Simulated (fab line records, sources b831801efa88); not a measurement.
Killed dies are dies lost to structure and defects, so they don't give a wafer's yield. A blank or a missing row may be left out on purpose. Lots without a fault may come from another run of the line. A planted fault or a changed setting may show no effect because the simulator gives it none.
Chamber matching | flow gf180mcu | GF_V2_CMP_04 on cmp-01: 4 sister chambers
The step polishes SiO2. 22 wafers are shown with their chamber, then 11 later ones without.

WAFERS WITH THEIR CHAMBER
wafer  | chamber | motor_current_A (A) | time_to_endpoint_s (s)
L074.3 | 2       | 11.7                | 78
L074.4 | 1       | 9.7                 | 82
L074.5 | 3       | 13.5                | 70
L080.3 | 2       | 12.0                | 81
L080.5 | 0       | 9.8                 | 86
L080.6 | 3       | 14.2                | 77
L081.2 | 0       | 9.9                 | 76
L081.3 | 1       | 10.6                | 81
L081.6 | 2       | 12.0                | 76
L082.3 | 2       | 12.0                | 88
L082.4 | 1       | 10.0                | 84
L082.6 | 3       | 12.9                | 79
L083.3 | 2       | 12.5                | 79
L083.4 | 3       | 13.8                | 83
L083.5 | 0       | 10.1                | 87
L087.2 | 3       | 14.2                | 73
L087.3 | 2       | 11.8                | 78
L087.6 | 2       | 11.6                | 84
L088.4 | 3       | 14.0                | 73
L088.5 | 0       | 10.4                | 84
L088.6 | 1       | 10.7                | 86
L089.2 | 2       | 12.0                | 80

SIGNATURES (means of the wafers above)
reading            | chamber 0 | chamber 1 | chamber 2 | chamber 3 | scatter within a chamber
motor_current_A    | 10.050    | 10.250    | 11.950    | 13.767    | 0.385
time_to_endpoint_s | 83.25     | 83.25     | 80.50     | 75.83     | 4.13
Rule: a wafer's distance from a chamber is the root of the sum, over the readings, of the square of ((its reading less the chamber's mean) divided by the reading's scatter). The wafer belongs to the nearest chamber; if the next one is less than 2 further off, it can't be placed. The scatter: the root of (the sum of the squares of (reading less its chamber's mean) over the shown wafers, divided by (wafers less chambers)).

WAFERS WITHOUT THEIR CHAMBER
wafer  | motor_current_A (A) | time_to_endpoint_s (s)
L089.4 | 10.5                | 84
L089.5 | 9.9                 | 87
L092.1 | 9.7                 | 85
L092.2 | 14.2                | 77
L092.3 | 10.1                | 84
L094.2 | 10.0                | 82
L094.3 | 9.7                 | 80
L094.4 | 13.9                | 77
L096.1 | 9.8                 | 77
L096.2 | 10.4                | 79
L096.4 | 12.4                | 79

WHICH CHAMBER EACH WENT THROUGH
wafer  | from the rows above     | in truth
L089.4 | can't be placed: 1 or 0 | 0
L089.5 | can't be placed: 0 or 1 | 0
L092.1 | can't be placed: 0 or 1 | 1
L092.2 | 3                       | 3
L092.3 | can't be placed: 0 or 1 | 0
L094.2 | can't be placed: 0 or 1 | 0
L094.3 | can't be placed: 0 or 1 | 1
L094.4 | 3                       | 3
L096.1 | can't be placed: 0 or 1 | 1
L096.2 | can't be placed: 1 or 0 | 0
L096.4 | 2                       | 2
Placed correctly: 3 of 11. Can't be placed from these rows: 8 (the true chamber is among the candidates in 8). Placed wrongly: 0.
